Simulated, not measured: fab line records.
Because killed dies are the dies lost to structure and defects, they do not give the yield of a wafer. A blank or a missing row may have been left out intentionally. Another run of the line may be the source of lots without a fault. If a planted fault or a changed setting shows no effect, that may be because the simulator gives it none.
What tool caused it? | flow gf180mcu | 6 lots, 18 wafers sampled, at 3 steps of a route of 602

## WHAT THE GAUGES READ, wafer by wafer
GF_TOP_METAL_CD_MEAS_14 targets a cd of 440 nm.
lot  | measured     | on        | cd-nm (nm)
L317 | day 28 11:43 | cd-sem-02 | 440.9 444.3 441.2
L321 | day 29 23:16 | cd-sem-02 | 442.4 441.8 442.1
L323 | day 30 16:01 | cd-sem-01 | 439.8 439.9 440.2
L325 | day 30 23:31 | cd-sem-02 | 437.9 438.8 437.0
L327 | day 31 16:13 | cd-sem-02 | 437.3 439.8 439.4
L336 | day 34 03:22 | cd-sem-01 | 439.2 441.4 439.0

## WHAT TOOL EACH LOT RAN ON (gives the tool, then ch and the chambers of the sampled wafers, and finally the start)
lot  | GF_M4_STRIP_18                  | GF_TOP_METAL_SPUTTER_01
L317 | wet-bench-01 ch 1, day 23 21:12 | pvd-sputter-02, day 27 15:49
L321 | wet-bench-03 ch 0, day 25 14:29 | pvd-sputter-01, day 29 04:19
L323 | wet-bench-02 ch 0, day 26 09:05 | pvd-sputter-01, day 29 21:55
L325 | wet-bench-01 ch 3, day 26 17:24 | pvd-sputter-01, day 30 06:04
L327 | wet-bench-01 ch 3, day 27 12:33 | pvd-sputter-01, day 30 22:48
L336 | wet-bench-03 ch 0, day 30 02:42 | pvd-sputter-03, day 33 11:10
- GF_M4_STRIP_18: strips in post etch residue remover, time 1200 s.
- GF_TOP_METAL_SPUTTER_01: material TiN, target thk 30 nm, time 25 s.

## THE ANSWER, worked out from the rows above alone
Rule: the usual values come from the lots themselves. The widest of any qualifying gaps counts: lots, ordered by their means at a reading, are off when they make up no more than a third of the lots, leave a main group of 4 or more, and stand apart from it by 3 or more times the standard deviation of that group's means. If all means in a main group match to the digits the tables above print for the reading, that group is not used. A lot without any number at a reading at which 4 lots or more have one is off too. The other lots that the step has rows for count as sound.
Nothing can be told from this: no lot is off at any reading shown.

## WHAT WAS PUT IN BY THE SIMULATOR
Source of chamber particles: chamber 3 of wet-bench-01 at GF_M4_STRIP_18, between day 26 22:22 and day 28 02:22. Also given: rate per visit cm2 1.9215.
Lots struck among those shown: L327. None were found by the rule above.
